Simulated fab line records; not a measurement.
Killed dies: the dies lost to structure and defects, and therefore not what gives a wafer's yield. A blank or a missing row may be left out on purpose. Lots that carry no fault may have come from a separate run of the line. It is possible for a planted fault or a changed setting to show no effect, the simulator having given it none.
fab line records | flow sky130
record: lots: 12 wafers: 36 lastDay: 50
route steps=708 shown METAL4@634 VIA4@657 METAL5@677 PAD_OPEN@708
lots with no fault: from the same line, run without faults
startH: hours from the record's first day to the start of the lot's first wafer shown | waitH: time in hours since the lot's previous step | " repeats the value in the row above | L1.1+2: a row that stands for several wafers | - no value present, or no start provided | * or withheld: withheld | < > ~ a bound
route shown NAME@n: names a module that has steps shown in the file, with the first one's number in the route | usual: mean and standard deviation over wafers with no fault | same: alike in all rows | chamber/n: place in a boat | sites: each site's reading | _std_site: how widely they spread, as a standard deviation | _edge_site: the outer-site mean with the inner-site mean subtracted | radiusMm: how far each site lies from the wafer's centre | mask NAME#n: copy n | behind: tool/chamber where the wafer was last shaped | hold: reason for holding the lot/hours on hold/outcome of the hold | device: transistor that didn't switch, given as n, p or np | end of line: tests run on the same wafers once the route is complete | where a step has no rows: the recipe by itself | killed: the dies lost at the first sort to structure and to defects; this is not the yield of the wafer | map: shows each die of a wafer: x if killed, . if not, _ if none is there
set.NAME: the setting as run; set.NAME@STEP: as run at that earlier step | model.NAME: the simulator's own value behind a step, which no gauge read
steps of the route over a sample of lots; a table a step, a row a wafer
services: from which hour (startH, from the record's first day; less than 0 if before it) a tool's chamber was out of use, for how many hours, and why
== steps ==
step: SKY_METAL4_METAL_ETCH_18
recipe: targetDepthA: 8450 stopOn: SiO2 overEtchFrac: 0.3 timeS: 183.1 chemistry: Cl2/BCl3 resistSidewallDeg: 88 pressureMtorr: 10 icpW: 900 biasW: 48.5 Cl2_flow_sccm: 60 bcl3FlowSccm: 30
usual: drypumpMotorCurrentA: 5.8/0.4 oesProductAu: 0.868/0.0059 throttleValvePct: 22.264/0.009
columns lot.wafer tool chamber startH waitH drypumpMotorCurrentA oesProductAu rfHoursCounterH throttleValvePct
L623.1 rieMetal-02 0 978.36 0.0 6.2 0.867 15 22.266
L623.4 " 1 " " 5.7 0.875 - 22.264
L623.5 " 0 " " 6.2 0.876 - 22.256
L624.2 rieMetal-02 0 994.12 0.0 6.2 0.881 16 22.276
L624.5 " 1 " " 5.7 0.875 - 22.275
L624.6 " 0 " " 6.2 0.858 - 22.268
L625.1 rieMetal-04 0 1000.11 0.0 5.1 0.868 16 22.264
L625.2 " 1 " " 5.7 0.868 11 22.288
L625.3 " 1 " " 5.7 0.865 - 22.260
L628.3 rieMetal-02 0 1025.28 0.1 6.2 0.865 - 22.263
L628.5 " 0 " " 6.2 0.877 - 22.275
L628.6 " 1 " " 5.8 0.865 - 22.266
L629.1 rieMetal-02 1 1033.12 0.0 5.8 0.861 13 22.254
L629.2 " 0 " " 6.2 0.866 18 22.256
L629.5 " 0 " " 6.2 0.877 - 22.254
L638.1 rieMetal-02 1 1083.76 0.0 5.8 0.871 17 22.259
L638.4 " 1 " " 5.8 0.871 - 22.261
L638.5 " 1 " " 5.7 0.871 - 22.263
L639.1 rieMetal-04 1 1085.12 0.0 5.7 0.870 17 22.263
L639.2 " 0 " " 5.1 0.875 22 22.282
L639.4 " 1 " " 5.7 0.872 - 22.282
L640.1 rieMetal-04 0 1092.92 0.0 5.1 0.866 22 22.281
L640.4 " 1 " " 5.7 0.863 - 22.259
L640.6 " 0 " " 5.1 0.865 - 22.267
L641.2 rieMetal-03 0 1098.03 0.0 5.5 0.876 23 22.258
L641.3 " 0 " " 5.5 0.865 - 22.274
L641.6 " 0 " " 5.5 0.858 - 22.272
L642.1 rieMetal-02 1 1105.17 0.0 5.8 0.870 19 22.251
L642.2 " 0 " " 6.2 0.868 24 22.263
L642.3 " 1 " " 5.8 0.866 - 22.266
L643.1 rieMetal-02 0 1110.32 0.0 6.2 0.856 25 22.273
L643.4 " 1 " " 5.8 0.870 - 22.273
L643.5 " 1 " " 5.7 0.871 - 22.258
L645.1 rieMetal-02 0 1118.42 0.0 6.2 0.869 25 22.256
L645.3 " 1 " " 5.8 0.880 - 22.273
L645.4 " 0 " " 6.2 0.874 - 22.271
step: SKY_VIA4_CVD_18
recipe: material: W targetThkNm: 505 timeS: 152.14 tempC: 400 pressureTorr: 40
usual: heaterPowerOuterW: 455/17 heaterPowerW: 761/22
columns lot.wafer tool chamber startH waitH heaterPowerOuterW heaterPowerW
L623.1 cvdW-01 1 1004.25 0.0 484 769
L623.4 " 1 " " 476 747
L623.5 " 1 " " 475 757
L624.2 cvdW-02 1 1019.76 0.0 433 740
L624.5 " 0 " " 440 772
L624.6 " 1 " " 446 733
L625.1 cvdW-02 0 1025.62 0.0 438 762
L625.2 " 1 " " 437 729
L625.3 " 0 " " 450 774
L628.3 cvdW-01 1 1049.83 0.1 480 747
L628.5 " 1 " " 477 751
L628.6 " 0 " " 460 767
L629.1 cvdW-02 1 1057.28 0.0 444 722
L629.2 " 0 " " 437 757
L629.5 " 0 " " 437 758
L638.1 cvdW-02 0 1106.40 0.0 450 794
L638.4 " 0 " " 437 785
L638.5 " 0 " " 450 794
L639.1 cvdW-01 1 1107.48 0.0 473 767
L639.2 " 0 " " 449 765
L639.4 " 1 " " 496 774
L640.1 cvdW-01 1 1114.20 0.0 489 751
L640.4 " 1 " " 469 772
L640.6 " 1 " " 471 782
L641.2 cvdW-02 0 1120.18 0.0 450 791
L641.3 " 0 " " 436 794
L641.6 " 0 " " 441 799
L642.1 cvdW-01 1 1127.40 0.0 490 775
L642.2 " 0 " " 456 762
L642.3 " 0 " " 462 768
L643.1 cvdW-02 0 1131.81 0.0 453 767
L643.4 " 0 " " 422 795
L643.5 " 1 " " 444 720
L645.1 cvdW-01 1 1139.82 0.0 483 776
L645.3 " 0 " " 469 773
L645.4 " 1 " " 475 790
step: SKY_VIA4_RS_MEAS_19
recipe: thkMeasGauge: four-point-probe reads: W_of_VIA4_CVD_18+TiN_of_VIA4_SPUTTER_17
usual: VIA4_W_RS: 0.2270/0.0021
columns lot.wafer tool chamber startH waitH VIA4_W_RS[ohm/sq]
L623.1 filmMetro-02 - 1004.40 0.1 0.2246
L623.4 " - " " 0.2271
L623.5 " - " " 0.2244
L624.2 filmMetro-02 - 1019.93 0.1 0.2282
L624.5 " - " " 0.2273
L624.6 " - " " 0.2295
L625.1 filmMetro-02 - 1025.77 0.1 0.2256
L625.2 " - " " 0.2250
L625.3 " - " " 0.2256
L628.3 filmMetro-03 - 1049.97 0.1 0.2260
L628.5 " - " " 0.2267
L628.6 " - " " 0.2279
L629.1 filmMetro-03 - 1057.43 0.1 0.2241
L629.2 " - " " 0.2295
L629.5 " - " " 0.2238
L638.1 filmMetro-04 - 1106.55 0.1 0.2281
L638.4 " - " " 0.2275
L638.5 " - " " 0.2273
L639.1 filmMetro-03 - 1107.63 0.1 0.2310
L639.2 " - " " 0.2295
L639.4 " - " " 0.2302
L640.1 filmMetro-04 - 1114.35 0.1 0.2283
L640.4 " - " " 0.2284
L640.6 " - " " 0.2267
L641.2 filmMetro-03 - 1120.35 0.1 0.2245
L641.3 " - " " 0.2263
L641.6 " - " " 0.2250
L642.1 filmMetro-03 - 1127.55 0.1 0.2292
L642.2 " - " " 0.2257
L642.3 " - " " 0.2245
L643.1 filmMetro-03 - 1131.96 0.1 0.2266
L643.4 " - " " 0.2238
L643.5 " - " " 0.2253
L645.1 filmMetro-04 - 1139.97 0.1 0.2292
L645.3 " - " " 0.2244
L645.4 " - " " 0.2272
step: SKY_METAL5_STRIP_16
recipe: chemistry: O2/N2 powerW: 1400 pressureMtorr: 1500 platenTempC: withheld o2FlowSccm: 3000 n2FlowSccm: 300 overashFraction: 0.5
usual: drypumpMotorCurrentA: 5.5/0.52 oesProductAu: 0.710/0.0044 stripTimeToEndpointS: 13.01/0.088
columns lot.wafer tool chamber startH waitH drypumpMotorCurrentA oesProductAu rfHoursCounterH stripTimeToEndpointS
L623.1 plasmaAsher-03 1 1028.48 0.2 4.7 0.716 92 12.85
L623.4 " 1 " " 4.6 0.705 - 12.91
L623.5 " 0 " " 5.7 0.715 - 13.03
L624.2 plasmaAsher-02 1 1043.17 0.2 5.8 0.713 33 13.00
L624.5 " 0 " " 6.2 0.707 - 12.91
L624.6 " 1 " " 5.8 0.709 - 12.93
L625.1 plasmaAsher-03 0 1048.98 0.2 5.7 0.716 94 13.09
L625.2 " 1 " " 4.7 0.714 94 13.02
L625.3 " 0 " " 5.7 0.708 - 13.04
L628.3 plasmaAsher-03 1 1072.44 0.3 4.7 0.706 - 13.01
L628.5 " 0 " " 5.7 0.711 - 13.03
L628.6 " 1 " " 4.7 0.714 - 13.03
L629.1 plasmaAsher-01 1 1079.02 0.2 5.5 0.707 62 12.90
L629.2 " 0 " " 4.9 0.712 62 13.03
L629.5 " 1 " " 5.5 0.713 - 13.03
L638.1 plasmaAsher-02 1 1126.70 0.4 5.8 0.703 41 13.10
L638.4 " 0 " " 6.2 0.710 - 13.10
L638.5 " 0 " " 6.2 0.714 - 13.10
L639.1 plasmaAsher-03 1 1127.88 0.2 4.6 0.706 102 13.04
L639.2 " 0 " " 5.7 0.712 102 12.89
L639.4 " 0 " " 5.7 0.705 - 12.90
L640.1 plasmaAsher-01 1 1134.78 0.2 5.5 0.714 67 12.87
L640.4 " 1 " " 5.5 0.707 - 13.00
L640.6 " 0 " " 5.0 0.714 - 13.07
L641.2 plasmaAsher-01 1 1140.32 0.2 5.5 0.711 68 13.02
L641.3 " 1 " " 5.5 0.710 - 13.04
L641.6 " 1 " " 5.5 0.707 - 13.02
L642.1 plasmaAsher-01 0 1146.72 0.2 5.0 0.714 68 12.99
L642.2 " 1 " " 5.5 0.706 68 13.05
L642.3 " 0 " " 5.0 0.704 - 13.08
L643.1 plasmaAsher-01 1 1150.95 0.4 5.5 0.717 69 12.96
L643.4 " 0 " " 4.9 0.709 - 12.94
L643.5 " 0 " " 4.9 0.714 - 12.99
L645.1 plasmaAsher-03 0 1158.53 0.2 5.7 0.713 105 12.80
L645.3 " 1 " " 4.7 0.708 - 12.82
L645.4 " 0 " " 5.7 0.715 - 12.89
step: SKY_PAD_OPEN_PROBE_99
usual: defectLimitedYield: 82.6/1.9 killed_at_M0_to_M3: 43/6.9 killed_at_M4_up: 3.2/2 killedAtContacts: 25/5.1 killedAtFrontEnd: 15/4.5 killedAtOther: 0.2/0.51 killedDies: 85/9.5 killedOpen: 48/6.9 killedShort: 38/6.7 sort_bin_3_pad_short: 0.8/0.4 sort_bin_5_function: 10.2/1.6 sort_bin_6_memory: 6.4/1.1 sortNPass: 407/9.5 sortYieldPct: 82.6/1.9
same: grossDies: 492 killedAtBackSide: 0 sort_bin_4_leakage[%]: 0 sort_bin_8_speed[%]: 0
columns lot.wafer tool chamber startH waitH defectLimitedYield[%] killed_at_M0_to_M3 killed_at_M4_up killedAtContacts killedAtFrontEnd killedAtOther killedDies killedOpen killedShort sort_bin_3_pad_short[%] sort_bin_5_function[%] sort_bin_6_memory[%] sortNPass sortYieldPct[%]
L623.1 prober-01 - 1075.93 0.1 81.1 51 4 25 13 0 93 57 36 0.6 11.4 6.9 399 81.1
L623.4 prober-01 - 1076.08 0.2 81.7 44 5 26 15 0 90 47 43 1.4 11.0 5.9 402 81.7
L623.5 prober-01 - 1076.13 0.2 80.7 58 3 20 14 0 95 57 38 0.8 12.4 6.1 397 80.7
L624.2 prober-02 - 1087.87 0.1 82.5 44 6 20 16 0 86 48 38 0.4 10.8 6.3 406 82.5
L624.5 prober-02 - 1088.02 0.2 83.3 38 2 24 18 0 82 46 36 0.4 9.1 7.1 410 83.3
L624.6 prober-02 - 1088.07 0.2 83.7 34 1 21 23 1 80 45 35 0.6 8.9 6.7 412 83.7
L625.1 prober-01 - 1093.95 0.1 85.2 39 6 21 7 0 73 41 32 0.8 8.5 5.5 419 85.2
L625.2 prober-01 - 1094.00 0.1 79.7 41 3 31 25 0 100 50 50 0.8 13.2 6.3 392 79.7
L625.3 prober-01 - 1094.05 0.2 83.3 31 3 31 17 0 82 49 33 0.6 12.4 3.7 410 83.3
L628.3 prober-02 - 1117.76 0.2 77.4 46 30 18 16 1 111 45 41 1.8 14.4 6.3 381 77.4
L628.5 prober-02 - 1117.86 0.2 79.7 33 25 30 12 0 100 41 37 1.4 13.0 5.9 392 79.7
L628.6 prober-02 - 1117.91 0.2 82.5 56 2 23 5 0 86 48 38 0.4 10.0 7.1 406 82.5
L629.1 prober-01 - 1123.01 0.1 82.7 46 1 23 15 0 85 49 36 1.2 7.7 8.3 407 82.7
L629.2 prober-01 - 1123.06 0.1 78.3 39 26 27 15 0 107 44 40 1.6 12.8 7.3 385 78.3
L629.5 prober-01 - 1123.21 0.2 83.5 25 27 17 12 0 81 32 26 2.8 9.1 4.5 411 83.5
L638.1 prober-02 - 1165.47 0.1 82.3 41 4 30 12 0 87 50 37 1.4 11.2 5.1 405 82.3
L638.4 prober-02 - 1165.62 0.2 83.9 39 2 15 23 0 79 39 40 0.4 9.6 6.1 413 83.9
L638.5 prober-02 - 1165.67 0.2 77.8 59 2 28 20 0 109 59 50 1.2 14.0 6.9 383 77.8
L639.1 prober-01 - 1166.97 0.1 81.9 44 5 25 15 0 89 41 48 0.2 11.6 6.3 403 81.9
L639.2 prober-01 - 1167.02 0.1 81.7 39 2 28 19 2 90 54 36 0.4 10.4 7.5 402 81.7
L639.4 prober-01 - 1167.12 0.2 83.1 48 4 20 11 0 83 52 31 0.2 10.4 6.3 409 83.1
L640.1 prober-02 - 1173.42 0.1 83.5 40 2 24 15 0 81 42 39 0.6 9.3 6.5 411 83.5
L640.4 prober-02 - 1173.57 0.2 84.3 43 3 22 9 0 77 38 39 1.2 7.7 6.7 415 84.3
L640.6 prober-02 - 1173.67 0.2 84.8 37 1 22 15 0 75 38 37 0.6 9.1 5.5 417 84.8
L641.2 prober-01 - 1178.01 0.1 82.9 57 2 14 11 0 84 45 39 0.2 10.0 6.9 408 82.9
L641.3 prober-01 - 1178.06 0.2 81.9 46 8 21 14 0 89 40 49 0.8 11.6 5.7 403 81.9
L641.6 prober-01 - 1178.21 0.2 84.1 38 2 28 9 1 78 47 31 1.0 8.5 6.3 414 84.1
L642.1 prober-02 - 1183.37 0.1 82.1 44 2 28 14 0 88 41 47 1.0 11.2 5.7 404 82.1
L642.2 prober-02 - 1183.42 0.1 82.7 37 7 26 14 1 85 46 39 0.2 11.2 5.9 407 82.7
L642.3 prober-02 - 1183.47 0.2 81.1 42 4 28 19 0 93 59 34 0.8 10.6 7.5 399 81.1
L643.1 prober-01 - 1187.28 0.1 83.5 28 4 35 13 1 81 40 41 0.6 9.8 6.1 411 83.5
L643.4 prober-01 - 1187.43 0.2 80.7 44 1 30 20 0 95 59 36 0.6 10.0 8.7 397 80.7
L643.5 prober-01 - 1187.48 0.2 86.4 32 2 17 16 0 67 39 28 0.8 8.3 4.5 425 86.4
L645.1 prober-01 - 1194.58 0.1 85.8 24 2 29 15 0 70 39 31 0.4 7.5 6.3 422 85.8
L645.3 prober-01 - 1194.68 0.2 82.5 39 2 33 12 0 86 49 37 0.6 10.0 6.9 406 82.5
L645.4 prober-01 - 1194.73 0.2 85.2 36 3 18 16 0 73 44 29 1.0 10.0 3.9 419 85.2
killed by level:class
L623.1 VIA1:geometricParticle:open=12 CONTACT:geometricParticle:open=12 VIA2:geometricParticle:open=9 VIA1:geometricParticle:short=8 METAL2:geometricParticle:short=6 LI_CONTACT:geometricParticle:open=6 METAL1:geometricParticle:short=6 POLY_GATE:geometricParticle:open=4
L623.4 VIA1:geometricParticle:open=10 VIA3:geometricParticle:open=9 CONTACT:geometricParticle:open=7 CONTACT:geometricParticle:short=6 VIA3:geometricParticle:short=6 VIA1:geometricParticle:short=5 VIA2:geometricParticle:open=5 POLY_GATE:geometricParticle:open=4
L623.5 VIA1:geometricParticle:open=14 VIA3:geometricParticle:open=13 VIA2:geometricParticle:open=9 CONTACT:geometricParticle:open=7 POLY_GATE:geometricParticle:short=6 LI_CONTACT:geometricParticle:open=5 METAL1:geometricParticle:short=5 CONTACT:geometricParticle:short=4
L624.2 VIA1:geometricParticle:open=12 VIA3:geometricParticle:open=8 LI_CONTACT:geometricParticle:open=6 CONTACT:geometricParticle:short=6 VIA1:geometricParticle:short=5 VIA2:geometricParticle:open=5 FIELD_ISO:geometricParticle:open=4 POLY_GATE:geometricParticle:short=4
L624.5 CONTACT:geometricParticle:open=11 FIELD_ISO:geometricParticle:open=7 VIA1:geometricParticle:open=6 VIA2:geometricParticle:open=6 VIA3:geometricParticle:open=6 CONTACT:geometricParticle:short=5 POLY_GATE:geometricParticle:short=4 METAL1:geometricParticle:short=4
L624.6 CONTACT:geometricParticle:open=8 POLY_GATE:geometricParticle:short=7 VIA2:geometricParticle:open=7 FIELD_ISO:geometricParticle:open=6 CONTACT:geometricParticle:short=6 VIA3:geometricParticle:open=6 VIA1:geometricParticle:open=5 LI_CONTACT:geometricParticle:open=4
L625.1 VIA1:geometricParticle:open=12 CONTACT:geometricParticle:open=6 LI_CONTACT:geometricParticle:open=5 VIA2:geometricParticle:open=5 METAL4:geometricParticle:short=5 LOCAL_INTERCONNECT:geometricParticle:short=4 CONTACT:geometricParticle:short=4 METAL1:geometricParticle:short=4
L625.2 CONTACT:geometricParticle:open=12 METAL2:geometricParticle:short=9 POLY_GATE:geometricParticle:open=8 METAL1:geometricParticle:short=7 POLY_GATE:geometricParticle:short=7 VIA3:geometricParticle:open=6 VIA1:geometricParticle:open=6 FIELD_ISO:geometricParticle:short=5
L625.3 CONTACT:geometricParticle:open=13 LI_CONTACT:geometricParticle:open=8 VIA3:geometricParticle:open=8 FIELD_ISO:geometricParticle:open=5 METAL1:geometricParticle:short=5 VIA1:geometricParticle:open=5 FIELD_ISO:geometricParticle:short=4 POLY_GATE:geometricParticle:short=4
L628.3 METAL4:unspecified=25 CONTACT:geometricParticle:open=9 VIA1:geometricParticle:open=9 FIELD_ISO:geometricParticle:short=7 VIA2:geometricParticle:open=7 METAL1:geometricParticle:short=6 VIA2:geometricParticle:short=6 LI_CONTACT:geometricParticle:open=5
L628.5 METAL4:unspecified=22 CONTACT:geometricParticle:open=9 LI_CONTACT:geometricParticle:short=6 METAL2:geometricParticle:short=6 FIELD_ISO:geometricParticle:open=5 LI_CONTACT:geometricParticle:open=5 CONTACT:geometricParticle:short=5 VIA3:geometricParticle:open=5
L628.6 VIA1:geometricParticle:open=14 METAL1:geometricParticle:short=12 CONTACT:geometricParticle:open=11 VIA2:geometricParticle:open=7 VIA3:geometricParticle:open=5 METAL2:geometricParticle:short=5 LI_CONTACT:geometricParticle:short=4 VIA3:geometricParticle:short=4
L629.1 VIA1:geometricParticle:open=19 CONTACT:geometricParticle:open=7 LI_CONTACT:geometricParticle:short=6 LI_CONTACT:geometricParticle:open=6 FIELD_ISO:geometricParticle:short=5 VIA3:geometricParticle:open=5 METAL1:geometricParticle:short=3 VIA1:geometricParticle:short=3
L629.2 METAL4:unspecified=23 CONTACT:geometricParticle:open=10 VIA1:geometricParticle:open=10 FIELD_ISO:geometricParticle:short=6 LI_CONTACT:geometricParticle:open=6 METAL2:geometricParticle:short=6 CONTACT:geometricParticle:short=5 VIA3:geometricParticle:open=5
L629.5 METAL4:unspecified=23 CONTACT:geometricParticle:open=6 LI_CONTACT:geometricParticle:open=5 VIA1:geometricParticle:open=5 VIA2:geometricParticle:open=4 METAL1:geometricParticle:short=3 LI_CONTACT:geometricParticle:short=3 METAL4:geometricParticle:short=3
L638.1 VIA1:geometricParticle:open=13 CONTACT:geometricParticle:open=11 VIA3:geometricParticle:open=7 LI_CONTACT:geometricParticle:open=6 CONTACT:geometricParticle:short=6 METAL1:geometricParticle:short=6 FIELD_ISO:geometricParticle:short=5 METAL2:geometricParticle:short=5
L638.4 FIELD_ISO:geometricParticle:short=8 CONTACT:geometricParticle:open=7 FIELD_ISO:geometricParticle:open=6 VIA1:geometricParticle:short=6 METAL1:geometricParticle:short=6 VIA1:geometricParticle:open=6 VIA2:geometricParticle:open=5 VIA2:geometricParticle:short=4
L638.5 CONTACT:geometricParticle:open=12 VIA3:geometricParticle:open=10 VIA1:geometricParticle:open=10 VIA1:geometricParticle:short=7 METAL1:geometricParticle:short=6 VIA3:geometricParticle:short=6 LI_CONTACT:geometricParticle:open=5 CONTACT:geometricParticle:short=5
L639.1 VIA1:geometricParticle:open=11 VIA1:geometricParticle:short=10 CONTACT:geometricParticle:short=7 CONTACT:geometricParticle:open=7 METAL2:geometricParticle:short=6 LI_CONTACT:geometricParticle:short=4 LI_CONTACT:geometricParticle:open=4 VIA2:geometricParticle:open=4
L639.2 CONTACT:geometricParticle:open=14 VIA1:geometricParticle:open=12 METAL1:geometricParticle:short=8 VIA2:geometricParticle:open=7 FIELD_ISO:geometricParticle:short=6 LI_CONTACT:geometricParticle:open=6 POLY_GATE:geometricParticle:short=4 CONTACT:geometricParticle:short=4
L639.4 VIA1:geometricParticle:open=19 CONTACT:geometricParticle:open=9 VIA2:geometricParticle:open=5 VIA3:geometricParticle:open=4 POLY_GATE:geometricParticle:open=4 LI_CONTACT:geometricParticle:open=4 LOCAL_INTERCONNECT:geometricParticle:short=4 METAL1:geometricParticle:short=4
L640.1 VIA1:geometricParticle:open=12 CONTACT:geometricParticle:open=7 LI_CONTACT:geometricParticle:open=6 FIELD_ISO:geometricParticle:open=5 LOCAL_INTERCONNECT:geometricParticle:short=5 VIA1:geometricParticle:short=5 VIA3:geometricParticle:short=5 METAL2:geometricParticle:short=5
L640.4 VIA1:geometricParticle:open=11 VIA3:geometricParticle:open=7 VIA2:geometricParticle:short=6 METAL1:geometricParticle:short=6 LI_CONTACT:geometricParticle:open=5 LOCAL_INTERCONNECT:geometricParticle:short=5 CONTACT:geometricParticle:short=5 CONTACT:geometricParticle:open=5
L640.6 VIA2:geometricParticle:open=9 LI_CONTACT:geometricParticle:open=7 CONTACT:geometricParticle:open=6 METAL2:geometricParticle:short=6 VIA1:geometricParticle:short=6 VIA1:geometricParticle:open=5 FIELD_ISO:geometricParticle:short=4 LI_CONTACT:geometricParticle:short=4
L641.2 VIA3:geometricParticle:open=10 METAL1:geometricParticle:short=8 METAL2:geometricParticle:short=8 VIA1:geometricParticle:open=7 VIA1:geometricParticle:short=6 VIA2:geometricParticle:open=6 FIELD_ISO:geometricParticle:open=5 LI_CONTACT:geometricParticle:open=5
L641.3 VIA1:geometricParticle:open=10 CONTACT:geometricParticle:open=7 METAL1:geometricParticle:short=7 VIA2:geometricParticle:open=6 METAL4:geometricParticle:short=6 FIELD_ISO:geometricParticle:short=5 POLY_GATE:geometricParticle:short=5 VIA3:geometricParticle:short=5
L641.6 LI_CONTACT:geometricParticle:open=12 VIA1:geometricParticle:open=12 CONTACT:geometricParticle:open=9 METAL2:geometricParticle:short=6 METAL1:geometricParticle:short=5 VIA2:geometricParticle:open=4 POLY_GATE:geometricParticle:short=3 CONTACT:geometricParticle:short=3
L642.1 VIA1:geometricParticle:open=8 CONTACT:geometricParticle:short=8 VIA1:geometricParticle:short=8 CONTACT:geometricParticle:open=7 LI_CONTACT:geometricParticle:open=6 VIA3:geometricParticle:open=6 LOCAL_INTERCONNECT:geometricParticle:short=6 METAL1:geometricParticle:short=6
L642.2 CONTACT:geometricParticle:open=10 VIA1:geometricParticle:open=9 FIELD_ISO:geometricParticle:open=6 LOCAL_INTERCONNECT:geometricParticle:short=6 METAL4:geometricParticle:short=6 VIA1:geometricParticle:short=5 VIA3:geometricParticle:open=5 LI_CONTACT:geometricParticle:open=4
L642.3 CONTACT:geometricParticle:open=16 VIA1:geometricParticle:open=9 VIA3:geometricParticle:open=6 VIA2:geometricParticle:open=6 FIELD_ISO:geometricParticle:open=5 LI_CONTACT:geometricParticle:open=5 CONTACT:geometricParticle:short=5 METAL3:geometricParticle:short=5
L643.1 CONTACT:geometricParticle:short=11 LI_CONTACT:geometricParticle:open=9 CONTACT:geometricParticle:open=9 VIA1:geometricParticle:open=8 VIA3:geometricParticle:open=5 SPACER:geometricParticle:short=4 VIA1:geometricParticle:short=4 LI_CONTACT:geometricParticle:short=3
L643.4 FIELD_ISO:geometricParticle:open=9 LI_CONTACT:geometricParticle:open=9 CONTACT:geometricParticle:open=9 VIA3:geometricParticle:open=8 VIA1:geometricParticle:open=8 VIA2:geometricParticle:open=7 LI_CONTACT:geometricParticle:short=6 CONTACT:geometricParticle:short=5
L643.5 VIA1:geometricParticle:open=8 CONTACT:geometricParticle:open=6 VIA2:geometricParticle:open=5 METAL2:geometricParticle:short=5 VIA3:geometricParticle:open=5 LI_CONTACT:geometricParticle:open=4 FIELD_ISO:geometricParticle:open=4 POLY_GATE:geometricParticle:open=3
L645.1 CONTACT:geometricParticle:open=13 VIA1:geometricParticle:open=7 LI_CONTACT:geometricParticle:open=5 POLY_GATE:geometricParticle:open=4 LI_CONTACT:geometricParticle:short=4 LOCAL_INTERCONNECT:geometricParticle:short=4 POLY_GATE:geometricParticle:short=3 METAL1:geometricParticle:short=3
L645.3 VIA1:geometricParticle:open=11 CONTACT:geometricParticle:open=10 LI_CONTACT:geometricParticle:open=8 CONTACT:geometricParticle:short=7 VIA3:geometricParticle:open=6 POLY_GATE:geometricParticle:open=5 LOCAL_INTERCONNECT:geometricParticle:short=5 VIA1:geometricParticle:short=5
L645.4 CONTACT:geometricParticle:open=11 VIA3:geometricParticle:open=9 METAL1:geometricParticle:short=7 FIELD_ISO:geometricParticle:short=5 VIA1:geometricParticle:open=5 METAL2:geometricParticle:short=4 VIA2:geometricParticle:open=4 METAL3:geometricParticle:short=4
== services ==
columns tool chamber startH hours kind
plasmaAsher-03 - 964.60 3.2 repair
cvdW-01 0 1014.71 5.1 repair
rieMetal-04 1 1017.20 1.5 repair
plasmaAsher-01 - 1037.59 4.2 repair
plasmaAsher-02 - 1044.17 3.9 repair
rieMetal-03 0 1108.75 - clean
rieMetal-03 0 1108.75 17.5 scheduledDown
rieMetal-03 0 1108.75 17.5 ventCycle
rieMetal-04 1 1144.49 18.8 repair
rieMetal-02 1 1149.17 1.5 repair
plasmaAsher-02 - 1151.34 2.8 pm
cvdW-01 - 1153.89 4.9 repair
cvdW-02 1 1154.62 4.5 repair
rieMetal-03 0 1155.75 2.0 repair
== key ==
firstSign: step: SKY_PAD_OPEN_PROBE_99 reading: killed_at_M4_up direction: up sigmas: 12 usual: 3.2 struck: 27
effect: step: SKY_PAD_OPEN_PROBE_99 reading: sort_bin_3_pad_short direction: up sigmas: 2.9 usual: 0.8 struck: 1.9 wafersMoved: 2
metAt SKY_METAL4_METAL_ETCH_18
struckLots L628,L629
struckWafers L628.3,L628.5,L629.2,L629.5
notActingAt SKY_VIA4_CVD_18,SKY_VIA4_RS_MEAS_19,SKY_METAL5_STRIP_16
onsetBetween 994.12 1025.28
fault: kind: chamberParticleSource tool: rieMetal-02 chamber: 0 onsetH: 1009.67 steps: SKY_METAL4_METAL_ETCH_18 ratePerVisitCm2: 0.75606 endH: 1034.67
